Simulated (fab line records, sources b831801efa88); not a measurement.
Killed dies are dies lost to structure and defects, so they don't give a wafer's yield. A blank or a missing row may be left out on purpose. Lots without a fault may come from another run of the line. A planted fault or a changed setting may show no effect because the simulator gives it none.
A struck lot beside a sound one | flow sfq_line | 14 steps out of a route of 325
Sound: wafers L160.1, L160.2, L160.5. Struck: wafers L162.1, L162.2. The cause comes at the end.
At each step with rows: each side's tool, then ch and its chambers, then its first start. Under that, the readings that differ: sound wafers | struck wafers | difference of the means | sigmas: that difference in standard deviations of wafers without a fault.
alike: readings whose means differ by less than 2 such deviations, and words and numbers that are the same on both sides. not compared: withheld readings, readings that some wafer has no value for, bounds like >300 that may hide the same value, and numbers for which the record gives no deviation and whose values overlap.
The two part at a step that has a row with sigmas, a row that says differs or no value, or rows on one side only. Numbers that don't overlap but have no deviation are shown without sigmas and don't part them. A reading that every wafer of one side lacks parts them only if that side has two wafers or more.

first, 7 steps without rows for these wafers: SFQ_TRILAYER_JJ_CE_STRIP_SOLV_CLEAN_121 (cleans in NMP, time 600 s); SFQ_TRILAYER_M5_LITHO_COAT_128 (resist thk 62 nm); SFQ_TRILAYER_M5_LITHO_COAT_123 (resist thk 600 nm); SFQ_TRILAYER_M5_LITHO_SOFTBAKE_127; SFQ_TRILAYER_M5_LITHO_EXPOSE_124 (exposes mask M5, target cd 700 nm); SFQ_TRILAYER_M5_LITHO_PEB_126 (peb time 60 s); SFQ_TRILAYER_M5_LITHO_DEVELOP_125 (time 60 s).
SFQ_M5_OVL_MEAS_932:
  sound on overlay-02, day 59 02:58; struck on overlay-02, day 59 10:10
  alike: M5_OVL
SFQ_TRILAYER_M5_BARC_OPEN_METAL_ETCH_161: etches BARC in O2, target depth 125 nm, time 41.7 s.
  sound on rie_metal-03 ch 0,1, day 59 03:00; struck on rie_metal-01 ch 0,1, day 59 10:12
  alike: drypump_motor_current_A, oes_product_au
  not compared: rf_hours_counter_h
SFQ_TRILAYER_M5_ETCH_METAL_ETCH_126: etches Nb in Cl2/BCl3, stops on SiO2, time 203.2 s, target depth 265 nm.
  sound on rie_metal-03 ch 0,1, day 59 03:04; struck on rie_metal-01 ch 0,1, day 59 10:16
  alike: drypump_motor_current_A, oes_product_au
  not compared: rf_hours_counter_h
SFQ_TRILAYER_M5_STRIP_STRIP_127: strips in O2.
  sound on rie_metal-03 ch 0,1, day 59 03:16; struck on rie_metal-01 ch 0,1, day 59 10:28
  alike: drypump_motor_current_A, oes_product_au
  not compared: rf_hours_counter_h
then, 1 step without rows for these wafers: SFQ_TRILAYER_M5_STRIP_SOLV_CLEAN_128 (cleans in NMP, time 600 s).
SFQ_TRILAYER_A5B_DEP_PECVD_129: deposits SiO2 from SiH4/N2O, time 133.33 s, target thk 600 nm.
  sound on pecvd-03 ch 1,2, day 59 04:02; struck on pecvd-03 ch 0,2, day 59 11:16
  reading                                              | sound                | struck      | difference                    | sigmas
  run_length_s (s)                                     | 161.1 162.1 161.3    | 138.7 138.0 | -23.2                         | -41
  susceptor_temp_C (C)                                 | 149.89 150.18 149.96 | - -         | no value on the struck wafers |
  model.SiO2_of_TRILAYER_A5B_DEP_PECVD_129.thk_nm (nm) | 590.1 586.4 601      | 478.9 487.6 | -109.2                        |
  alike: heater_power_w, throttle_valve_pct
SFQ_TRILAYER_A5B_CMP_CMP_130: polishes, stops on Nb, target thk 340.7 nm.
  sound on cmp-01 ch 1,3, day 59 07:39; struck on cmp-01 ch 2,3, day 59 14:09
  alike: edge_zone_pressure_frac, head_pressure_psi, motor_current_A

WHERE THEY PART
Only at SFQ_TRILAYER_A5B_DEP_PECVD_129, within this record. Later steps at which nothing parts them and some readings are alike: SFQ_TRILAYER_A5B_CMP_CMP_130.

WHY: what the simulator had put in
Process parameter drift: pecvd-03, from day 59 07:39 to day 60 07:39, at SFQ_TRILAYER_A5B_DEP_PECVD_129. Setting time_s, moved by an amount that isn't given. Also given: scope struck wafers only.
